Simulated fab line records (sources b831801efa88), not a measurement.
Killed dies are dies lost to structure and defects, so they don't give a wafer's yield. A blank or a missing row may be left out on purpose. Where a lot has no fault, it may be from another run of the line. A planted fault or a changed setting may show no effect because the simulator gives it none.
A sampling plan put to the test -- flow gf180mcu -- each of the 50 faults these records tell of, on one fab line, judged from the records of the lots it struck
What counts as the plan is the set of the line's own looks, namely the steps on the route at which a gauge or an inspection reads a wafer and does not change it. A look can be judged if struck wafers have a number there and the file gives its usual mean and standard deviation on fault-free wafers. Caught: at a look after the fault's first step, the mean of the struck wafers lies 4 or more of those standard deviations (sigma) from the usual mean. On the tool: here the same test is run on the tool's own readings at the fault's steps. Caught also covers a different recipe on the struck wafers, or a record left blank for those wafers only.

== THE FAULTS, as the simulator had put them in ==
1. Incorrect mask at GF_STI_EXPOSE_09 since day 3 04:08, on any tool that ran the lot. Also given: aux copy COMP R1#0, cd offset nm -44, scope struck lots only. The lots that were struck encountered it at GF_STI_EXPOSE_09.
2. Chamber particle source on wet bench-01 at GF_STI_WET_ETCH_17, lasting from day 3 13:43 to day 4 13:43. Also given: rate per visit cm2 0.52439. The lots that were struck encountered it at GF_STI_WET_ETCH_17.
3. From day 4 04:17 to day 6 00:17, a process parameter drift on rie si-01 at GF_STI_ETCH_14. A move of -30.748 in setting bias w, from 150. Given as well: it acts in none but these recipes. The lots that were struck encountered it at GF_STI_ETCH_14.
4. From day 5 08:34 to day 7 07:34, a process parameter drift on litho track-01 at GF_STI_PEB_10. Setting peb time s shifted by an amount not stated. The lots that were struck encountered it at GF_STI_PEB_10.
5. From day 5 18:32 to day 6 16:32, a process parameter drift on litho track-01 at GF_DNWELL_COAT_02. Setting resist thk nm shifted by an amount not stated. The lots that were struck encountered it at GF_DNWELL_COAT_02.
6. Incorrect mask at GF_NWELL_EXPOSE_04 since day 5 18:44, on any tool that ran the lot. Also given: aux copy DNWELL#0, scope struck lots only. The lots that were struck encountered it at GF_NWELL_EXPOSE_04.
7. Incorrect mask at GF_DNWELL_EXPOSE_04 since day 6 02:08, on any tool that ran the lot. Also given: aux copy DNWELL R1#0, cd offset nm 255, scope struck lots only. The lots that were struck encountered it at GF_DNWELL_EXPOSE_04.
8. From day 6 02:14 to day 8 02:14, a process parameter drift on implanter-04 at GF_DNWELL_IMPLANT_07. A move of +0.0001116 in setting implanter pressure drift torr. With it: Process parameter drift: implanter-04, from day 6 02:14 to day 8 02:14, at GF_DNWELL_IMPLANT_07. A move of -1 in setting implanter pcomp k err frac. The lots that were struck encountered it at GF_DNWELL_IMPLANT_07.
9. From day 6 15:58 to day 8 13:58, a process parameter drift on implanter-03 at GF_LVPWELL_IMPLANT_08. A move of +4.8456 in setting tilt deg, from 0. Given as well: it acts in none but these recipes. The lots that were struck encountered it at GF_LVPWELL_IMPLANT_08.
10. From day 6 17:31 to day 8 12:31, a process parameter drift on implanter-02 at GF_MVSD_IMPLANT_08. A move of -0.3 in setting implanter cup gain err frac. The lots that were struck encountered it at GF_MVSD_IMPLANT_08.
11. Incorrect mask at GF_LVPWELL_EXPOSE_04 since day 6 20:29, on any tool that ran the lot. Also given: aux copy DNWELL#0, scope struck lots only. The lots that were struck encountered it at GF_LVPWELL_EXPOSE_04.
12. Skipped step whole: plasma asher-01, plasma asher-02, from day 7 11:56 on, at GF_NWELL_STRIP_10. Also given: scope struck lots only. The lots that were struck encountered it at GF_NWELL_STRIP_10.
13. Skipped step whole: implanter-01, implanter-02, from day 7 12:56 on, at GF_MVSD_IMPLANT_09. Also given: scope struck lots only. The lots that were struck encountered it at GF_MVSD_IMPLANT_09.
14. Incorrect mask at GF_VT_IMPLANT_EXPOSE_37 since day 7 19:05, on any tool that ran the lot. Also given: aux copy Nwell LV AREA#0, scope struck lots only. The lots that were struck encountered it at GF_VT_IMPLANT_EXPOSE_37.
15. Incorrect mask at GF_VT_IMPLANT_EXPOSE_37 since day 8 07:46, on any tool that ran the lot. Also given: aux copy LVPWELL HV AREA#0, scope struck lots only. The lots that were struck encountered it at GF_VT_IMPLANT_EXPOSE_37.
16. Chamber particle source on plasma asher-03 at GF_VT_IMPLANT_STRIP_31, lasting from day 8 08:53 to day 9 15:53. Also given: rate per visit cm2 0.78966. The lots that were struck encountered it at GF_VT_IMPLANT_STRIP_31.
17. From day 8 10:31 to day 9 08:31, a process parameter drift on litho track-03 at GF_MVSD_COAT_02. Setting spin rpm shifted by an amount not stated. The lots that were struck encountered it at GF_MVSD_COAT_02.
18. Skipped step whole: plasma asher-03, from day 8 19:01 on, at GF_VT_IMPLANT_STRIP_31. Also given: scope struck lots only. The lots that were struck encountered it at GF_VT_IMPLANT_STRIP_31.
19. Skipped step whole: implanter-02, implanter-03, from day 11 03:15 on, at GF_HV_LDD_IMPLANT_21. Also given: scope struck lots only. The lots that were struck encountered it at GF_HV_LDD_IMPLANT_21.
20. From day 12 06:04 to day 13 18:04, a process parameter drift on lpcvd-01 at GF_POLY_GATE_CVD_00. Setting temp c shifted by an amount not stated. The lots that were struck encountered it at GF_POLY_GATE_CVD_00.
21. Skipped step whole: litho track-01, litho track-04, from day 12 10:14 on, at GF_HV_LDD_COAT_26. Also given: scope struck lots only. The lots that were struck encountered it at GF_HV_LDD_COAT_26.
22. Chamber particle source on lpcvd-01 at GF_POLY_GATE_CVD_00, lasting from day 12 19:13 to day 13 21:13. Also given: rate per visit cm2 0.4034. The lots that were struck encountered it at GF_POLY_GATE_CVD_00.
23. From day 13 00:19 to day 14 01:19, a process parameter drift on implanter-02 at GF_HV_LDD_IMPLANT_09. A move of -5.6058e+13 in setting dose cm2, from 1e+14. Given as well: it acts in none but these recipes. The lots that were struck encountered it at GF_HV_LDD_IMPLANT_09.
24. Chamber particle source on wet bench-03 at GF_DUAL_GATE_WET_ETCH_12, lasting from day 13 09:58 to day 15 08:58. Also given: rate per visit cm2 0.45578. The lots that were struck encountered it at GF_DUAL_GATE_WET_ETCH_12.
25. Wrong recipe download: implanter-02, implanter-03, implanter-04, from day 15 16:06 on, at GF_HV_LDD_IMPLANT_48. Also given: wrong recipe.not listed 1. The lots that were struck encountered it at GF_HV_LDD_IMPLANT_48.
26. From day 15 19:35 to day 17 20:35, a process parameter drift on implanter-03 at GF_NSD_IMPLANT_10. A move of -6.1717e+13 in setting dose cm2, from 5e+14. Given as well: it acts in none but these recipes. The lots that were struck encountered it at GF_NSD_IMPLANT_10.
27. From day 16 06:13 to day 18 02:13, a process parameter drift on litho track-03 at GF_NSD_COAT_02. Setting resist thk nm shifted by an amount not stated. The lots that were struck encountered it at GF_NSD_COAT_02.
28. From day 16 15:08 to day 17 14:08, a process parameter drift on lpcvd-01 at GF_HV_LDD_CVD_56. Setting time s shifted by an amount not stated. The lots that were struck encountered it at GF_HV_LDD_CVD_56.
29. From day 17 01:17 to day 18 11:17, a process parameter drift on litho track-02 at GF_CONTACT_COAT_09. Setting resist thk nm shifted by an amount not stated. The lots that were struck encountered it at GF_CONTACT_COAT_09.
30. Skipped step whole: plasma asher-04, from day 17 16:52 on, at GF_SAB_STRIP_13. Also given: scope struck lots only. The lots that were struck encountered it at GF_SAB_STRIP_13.
31. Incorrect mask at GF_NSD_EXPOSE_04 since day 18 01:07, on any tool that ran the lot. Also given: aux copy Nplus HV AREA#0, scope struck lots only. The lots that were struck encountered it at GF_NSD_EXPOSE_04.
32. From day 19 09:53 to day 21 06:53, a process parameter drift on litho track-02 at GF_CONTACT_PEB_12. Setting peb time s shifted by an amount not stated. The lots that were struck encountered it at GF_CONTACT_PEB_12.
33. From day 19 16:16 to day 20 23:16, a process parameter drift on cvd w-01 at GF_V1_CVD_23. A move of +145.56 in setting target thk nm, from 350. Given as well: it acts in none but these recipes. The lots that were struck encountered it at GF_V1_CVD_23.
34. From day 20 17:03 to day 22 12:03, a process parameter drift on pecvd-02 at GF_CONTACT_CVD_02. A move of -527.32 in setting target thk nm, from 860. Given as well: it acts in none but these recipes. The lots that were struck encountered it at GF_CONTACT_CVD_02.
35. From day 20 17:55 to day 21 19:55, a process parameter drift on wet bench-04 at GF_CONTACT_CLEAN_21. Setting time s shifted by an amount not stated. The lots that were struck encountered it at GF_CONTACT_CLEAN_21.
36. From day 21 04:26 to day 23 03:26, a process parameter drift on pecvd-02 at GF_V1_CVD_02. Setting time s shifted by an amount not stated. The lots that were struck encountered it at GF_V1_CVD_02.
37. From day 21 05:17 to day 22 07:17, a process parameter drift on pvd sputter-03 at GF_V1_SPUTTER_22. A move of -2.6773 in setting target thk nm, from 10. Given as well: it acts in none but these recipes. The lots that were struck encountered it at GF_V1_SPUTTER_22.
38. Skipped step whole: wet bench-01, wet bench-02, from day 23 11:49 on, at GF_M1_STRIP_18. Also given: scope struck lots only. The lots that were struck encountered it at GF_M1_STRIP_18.
39. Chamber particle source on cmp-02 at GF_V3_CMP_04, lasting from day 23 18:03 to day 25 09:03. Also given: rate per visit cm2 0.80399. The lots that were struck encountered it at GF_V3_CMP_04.
40. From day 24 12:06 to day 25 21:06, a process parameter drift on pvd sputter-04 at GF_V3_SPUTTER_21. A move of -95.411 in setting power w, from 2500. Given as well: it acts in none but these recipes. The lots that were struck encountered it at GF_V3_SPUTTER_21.
41. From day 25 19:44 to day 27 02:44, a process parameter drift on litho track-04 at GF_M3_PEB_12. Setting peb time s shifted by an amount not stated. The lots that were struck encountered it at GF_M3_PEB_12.
42. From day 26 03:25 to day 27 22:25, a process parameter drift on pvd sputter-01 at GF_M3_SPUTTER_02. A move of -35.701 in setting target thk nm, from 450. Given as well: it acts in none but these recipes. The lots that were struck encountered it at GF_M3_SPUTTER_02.
43. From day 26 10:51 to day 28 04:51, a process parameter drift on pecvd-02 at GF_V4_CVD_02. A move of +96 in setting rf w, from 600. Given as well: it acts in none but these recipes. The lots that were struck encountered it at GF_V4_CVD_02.
44. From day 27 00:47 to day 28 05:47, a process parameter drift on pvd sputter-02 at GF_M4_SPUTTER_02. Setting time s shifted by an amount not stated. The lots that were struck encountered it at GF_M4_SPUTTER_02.
45. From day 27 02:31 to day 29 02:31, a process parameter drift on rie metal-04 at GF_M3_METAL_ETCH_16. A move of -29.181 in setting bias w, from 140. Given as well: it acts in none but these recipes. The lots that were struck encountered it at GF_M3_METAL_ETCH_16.
46. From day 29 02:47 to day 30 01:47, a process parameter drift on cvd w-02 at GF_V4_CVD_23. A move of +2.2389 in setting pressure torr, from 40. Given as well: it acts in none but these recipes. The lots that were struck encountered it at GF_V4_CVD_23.
47. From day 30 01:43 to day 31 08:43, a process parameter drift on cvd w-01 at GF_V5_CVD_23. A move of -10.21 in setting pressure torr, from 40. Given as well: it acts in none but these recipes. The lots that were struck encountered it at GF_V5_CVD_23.
48. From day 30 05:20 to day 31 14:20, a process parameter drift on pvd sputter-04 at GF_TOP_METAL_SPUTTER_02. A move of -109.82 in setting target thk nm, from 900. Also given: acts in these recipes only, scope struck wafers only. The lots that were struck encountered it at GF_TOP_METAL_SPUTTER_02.
49. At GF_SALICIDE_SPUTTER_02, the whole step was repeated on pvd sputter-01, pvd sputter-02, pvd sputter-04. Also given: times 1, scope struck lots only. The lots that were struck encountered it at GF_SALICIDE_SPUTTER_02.
50. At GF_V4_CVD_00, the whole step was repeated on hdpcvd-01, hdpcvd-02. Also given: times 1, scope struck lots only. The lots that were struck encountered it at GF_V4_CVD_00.

== WHAT THE PLAN SAW ==
fault,on the tool itself,first look that catches it,"reading, sigma",median hours from its first step to that look,hours from the fault's start to the first struck lot there,judged looks passed uncaught
1,under 2 sigma,GF_STI_CD_MEAS_12,cd nm -37,6.4,9,0
2,no reading that can be judged,not the one look that can be judged after it,-,-,-,1
3,bias w -71 sigma,no look after it can be judged,-,-,-,0
4,under 2 sigma,GF_STI_CD_MEAS_12,cd nm -6.5,0.4,6,0
5,no reading that can be judged,none of the 2 looks that can be judged after it,-,-,-,2
6,no reading that can be judged,GF_NWELL_TW_MEAS_11,NWELL_TW -99 or beyond,7.7,12,0
7,no reading that can be judged,no look after it can be judged,-,-,-,0
8,end station pressure torr +99 or beyond sigma,GF_DNWELL_TW_MEAS_09,DNWELL_TW +10,0.2,7,0
9,tilt deg +99 or beyond sigma,GF_LVPWELL_TW_MEAS_11,LVPWELL_TW +18,0.4,15,0
10,beam on s +20 sigma,GF_MVSD_TW_MEAS_11,MVSD_TW +22,0.4,12,0
11,under 2 sigma,GF_LVPWELL_TW_MEAS_11,LVPWELL_TW -99 or beyond,7.7,10,0
12,the tool's record is blank for the struck wafers,GF_LVPWELL_TW_MEAS_11,LVPWELL_TW -99 or beyond,16.7,19,0
13,the tool's record is blank for the struck wafers,GF_MVSD_TW_MEAS_11,MVSD_TW -8.5,0.2,0,0
14,no reading that can be judged,GF_VT_IMPLANT_TW_MEAS_43,VT_IMPLANT_4_TW -99 or beyond,8.0,11,0
15,no reading that can be judged,GF_VT_IMPLANT_TW_MEAS_43,VT_IMPLANT_4_TW -99 or beyond,8.8,12,0
16,under 2 sigma,none of the 2 looks that can be judged after it,-,-,-,2
17,spin speed rpm +60 sigma,not the one look that can be judged after it,-,-,-,1
18,the tool's record is blank for the struck wafers,GF_VT_IMPLANT_TW_MEAS_43,VT_IMPLANT_4_TW -99 or beyond,17.1,19,0
19,the tool's record is blank for the struck wafers,GF_HV_LDD_TW_MEAS_23,HV_LDD_2_TW -99 or beyond,0.2,4,0
20,susceptor temp C -80 sigma,GF_POLY_GATE_THK_MEAS_01,POLY_GATE_CVD_00_THK -42,1.3,7,0
21,the tool's record is blank for the struck wafers,GF_HV_LDD_TW_MEAS_50,HV_LDD_4_TW +99 or beyond,31.4,35,0
22,under 2 sigma,not the one look that can be judged after it,-,-,-,1
23,dose ions cm2 -99 or beyond sigma,GF_HV_LDD_TW_MEAS_11,HV_LDD_TW -52,0.2,7,0
24,no reading that can be judged,no look after it can be judged,-,-,-,0
25,under 2 sigma,GF_HV_LDD_TW_MEAS_50,HV_LDD_4_TW +99 or beyond,0.2,9,0
26,dose ions cm2 -99 or beyond sigma,GF_PSD_RS_MEAS_14,NSD_RS +9.0,23.7,23,0
27,under 2 sigma,GF_NSD_CD_MEAS_07,cd nm -6.7,11.4,20,0
28,under 2 sigma,GF_HV_LDD_THK_MEAS_57,HV_LDD_CVD_56_THK -11,1.4,4,0
29,no reading that can be judged,not the one look that can be judged after it,-,-,-,1
30,the tool's record is blank for the struck wafers,no look after it can be judged,-,-,-,0
31,no reading that can be judged,GF_NSD_TW_MEAS_12,NSD_TW -99 or beyond,11.7,20,0
32,heater power total W +77 sigma,GF_CONTACT_CD_MEAS_14,cd nm -4.9,0.3,17,0
33,under 2 sigma,GF_V1_RS_MEAS_24,V1_W_RS -21,0.1,4,0
34,under 2 sigma,GF_CONTACT_THK_MEAS_03,CONTACT_CVD_02_THK -38,0.1,12,0
35,run length s -6.2 sigma,no look after it can be judged,-,-,-,0
36,run length s -11 sigma,GF_V1_THK_MEAS_03,V1_CVD_02_THK -5.8,0.1,17,0
37,under 2 sigma,no look after it can be judged,-,-,-,0
38,the tool's record is blank for the struck wafers,no look after it can be judged,-,-,-,0
39,under 2 sigma,none of the 2 looks that can be judged after it,-,-,-,2
40,cathode dc power W -99 or beyond sigma,no look after it can be judged,-,-,-,0
41,under 2 sigma,not the one look that can be judged after it,"strongest: cd nm at GF_M3_CD_MEAS_14, -3.9",-,-,1
42,under 2 sigma,GF_M3_RS_MEAS_05,M3_ALCU_RS +5.3,0.1,2,0
43,rf fwd power W +43 sigma,not the one look that can be judged after it,"strongest: V4_CVD_02_THK at GF_V4_THK_MEAS_03, +2.6",-,-,1
44,under 2 sigma,GF_M4_RS_MEAS_05,M4_ALCU_RS +37,0.1,5,0
45,bias w -79 sigma,no look after it can be judged,-,-,-,0
46,chamber pressure Torr +25 sigma,not the one look that can be judged after it,"strongest: V4_W_RS at GF_V4_RS_MEAS_24, -3.4",-,-,1
47,chamber pressure Torr -99 or beyond sigma,GF_V5_RS_MEAS_24,V5_W_RS +18,0.1,13,0
48,under 2 sigma,GF_TOP_METAL_RS_MEAS_05,TOP_METAL_ALCU_RS +14,0.1,16,0
49,under 2 sigma,GF_SALICIDE_RS_MEAS_04,SALICIDE_TIN_RS -31,0.3,-,0
50,no reading that can be judged,GF_V4_THK_MEAS_01,V4_CVD_00_THK +81,0.4,-,0
A dash: the fault isn't caught, or these records don't give the number.

Caught at a look: 31 of 50. Caught on the tool: 23 of 50. By one or the other: 40 of 50.
Faults 3, 17, 30, 35, 38, 40, 43, 45, 46 were caught on the tool alone.
Caught at a look alone: faults 1, 4, 6, 11, 14, 15, 25, 27, 28, 31, 33, 34, 42, 44, 48, 49, 50.
Caught by neither: faults 2, 5, 7, 16, 22, 24, 29, 37, 39, 41.

== THINNER SAMPLING ==
Were the look that catches a fault to measure just every second or every third lot (counted by lot number), the first struck lot would, at worst, be measured this late:
fault,"struck lots at that look, in order of time",every lot,every second lot,every third lot
1,L376,9 h,may miss it,may miss it
4,"L301, L303",6 h,may miss all 2,may miss all 2
6,L506,12 h,may miss it,may miss it
8,"L324, L325, L326",7 h,14 h,16 h
9,"L365, L366",15 h,24 h,may miss all 2
10,"L372, L374",12 h,may miss all 2,may miss all 2
11,L833,10 h,may miss it,may miss it
12,"L848, L849",19 h,26 h,may miss all 2
13,"L681, L682, L683",0 h,4 h,10 h
14,L432,11 h,may miss it,may miss it
15,L990,12 h,may miss it,may miss it
18,"L499, L500",19 h,32 h,may miss all 2
19,"L247, L248",4 h,12 h,may miss all 2
20,"L678, L679",7 h,22 h,may miss all 2
21,"L555, L556, L557",35 h,44 h,56 h
23,"L843, L845",7 h,may miss all 2,may miss all 2
25,"L106, L107, L108, L109",9 h,19 h,24 h
26,"L296, L300",23 h,may miss all 2,may miss all 2
27,"L545, L546, L548",20 h,30 h,may miss all 3
28,"L693, L695",4 h,may miss all 2,may miss all 2
31,L421,20 h,may miss it,may miss it
32,"L648, L651",17 h,39 h,may miss all 2
33,"L184, L185",4 h,15 h,may miss all 2
34,"L191, L193",12 h,may miss all 2,may miss all 2
36,"L204, L205",17 h,23 h,may miss all 2
42,"L278, L282",2 h,may miss all 2,may miss all 2
44,"L802, L804",5 h,may miss all 2,may miss all 2
47,"L216, L217",13 h,19 h,may miss all 2
48,"L892, L894",16 h,may miss all 2,may miss all 2
Hours are from the fault's start to the first struck lot that is measured. 4 sigma limit: tested on the pooled struck wafers, so a lone lot may be under it. Other struck lots may not be in these records.

== THE LONGEST TIMED WAY FROM STEP TO LOOK ==
For fault 21, GF_HV_LDD_COAT_26 and GF_HV_LDD_TW_MEAS_50 are separated by a median of 31.4 hours. No look between them can be judged.
